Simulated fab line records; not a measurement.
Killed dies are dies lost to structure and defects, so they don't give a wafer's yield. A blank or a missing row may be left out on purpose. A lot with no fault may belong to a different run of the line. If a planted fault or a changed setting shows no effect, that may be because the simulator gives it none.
Chamber matching	flow sky130	SKY_LI_CONTACT_ETCH_15 on rieDiel-04 has 4 sister chambers
The step etches PSG in C4F8/O2/Ar, stops on Si, target depth 600 nm. 7 wafers are shown with their chamber, then 10 later ones without.

== WAFERS WITH THEIR CHAMBER ==
wafer	chamber	rfFwdPowerW (W)	oesProductAu (a.u.)
L081.5	3	1496	0.840
L084.5	2	1486	0.839
L088.1	0	1497	0.841
L088.2	1	1495	0.836
L088.3	2	1493	0.840
L090.2	1	1508	0.840
L090.3	0	1488	0.840

== WAFERS WITH NO CHAMBER GIVEN ==
wafer	rfFwdPowerW (W)	oesProductAu (a.u.)
L090.5	1496	0.838
L092.4	1491	0.832
L092.5	1485	0.842
L092.6	1502	0.842
L094.1	1490	0.840
L094.2	1487	0.843
L094.6	1489	0.834
L096.1	1499	0.829
L096.2	1497	0.837
L096.5	1497	0.835

== EACH ONE'S CHAMBER ==
wafer	from the rows above	in truth
L090.5	can't be placed: 1 or 3 or 2 or 0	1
L092.4	can't be placed: 1 or 2 or 3 or 0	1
L092.5	can't be placed: 0 or 2 or 3 or 1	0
L092.6	can't be placed: 3 or 0 or 2 or 1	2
L094.1	can't be placed: 2 or 0 or 3 or 1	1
L094.2	can't be placed: 0 or 2 or 3 or 1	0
L094.6	can't be placed: 1 or 2 or 3 or 0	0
L096.1	can't be placed: 1 or 2 or 3 or 0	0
L096.2	can't be placed: 1 or 3 or 2 or 0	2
L096.5	can't be placed: 1 or 2 or 3 or 0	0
Correct placement for 0 of the 10. Unplaceable from these rows: 10, with the true chamber sitting among the candidates in 10. 0 placed wrongly.
How it was worked out, from the rows above alone: a wafer's distance from a chamber is the root of the sum, over the readings, of the square of ((its reading less the chamber's mean) divided by the reading's scatter). If the next closest chamber is less than 2 further off than the closest, the wafer can't be placed; otherwise it belongs to the closest. A chamber's mean is the mean of its shown wafers. The scatter: take each reading less its chamber's mean, square it, sum over the shown wafers, divide by the number of wafers less the number of chambers, and take the root.
